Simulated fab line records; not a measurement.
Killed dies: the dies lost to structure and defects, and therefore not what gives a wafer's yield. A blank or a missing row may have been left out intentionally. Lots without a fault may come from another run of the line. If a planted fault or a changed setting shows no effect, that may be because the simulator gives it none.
Chamber matching	flow sky130	SKY_LI_CONTACT_ETCH_15 on rie-diel-03: 4 sister chambers
The step etches PSG in C4F8/O2/Ar, stops on Si, target depth 600 nm. 14 wafers are shown with their chamber, then 7 later ones without.

== EACH WAFER AND ITS CHAMBER ==
wafer	chamber	oes-product-au (a.u.)
L428.2	2	0.845
L428.3	1	0.847
L428.6	1	0.843
L443.1	1	0.838
L443.2	0	0.850
L443.6	1	0.847
L445.1	1	0.840
L445.2	2	0.839
L445.6	0	0.849
L447.1	2	0.843
L447.2	1	0.842
L447.4	3	0.840
L448.3	0	0.851
L448.5	3	0.842

SIGNATURES, as means of the wafers listed above
reading	chamber 0	chamber 1	chamber 2	chamber 3	scatter within a chamber
oes-product-au	0.85000	0.84283	0.84233	0.84100	0.00299
Rule: for each reading, subtract the chamber's mean from the wafer's reading, divide by that reading's scatter and square the result; add these up over the readings and take the root, which gives the wafer's distance from the chamber. The wafer belongs to the nearest chamber; if the next one is less than 2 further off, it can't be placed. The scatter: the root of (the sum of the squares of (reading less its chamber's mean) over the shown wafers, divided by (wafers less chambers)).

== WAFERS WHOSE CHAMBER IS MISSING ==
wafer	oes-product-au (a.u.)
L448.6	0.843
L449.3	0.841
L449.4	0.841
L449.5	0.835
L450.2	0.843
L450.3	0.839
L450.4	0.855

== WHICH CHAMBER EACH WENT THROUGH ==
wafer	from the rows above	in truth
L448.6	can't be placed: 1 or 2 or 3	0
L449.3	can't be placed: 3 or 2 or 1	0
L449.4	can't be placed: 3 or 2 or 1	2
L449.5	can't be placed: 3 or 2 or 1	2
L450.2	can't be placed: 1 or 2 or 3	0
L450.3	can't be placed: 3 or 2 or 1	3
L450.4	0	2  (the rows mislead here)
0 of 7 placed correctly. These rows do not allow placing 6 (true chamber among the candidates in 3). Placed wrongly: 1.
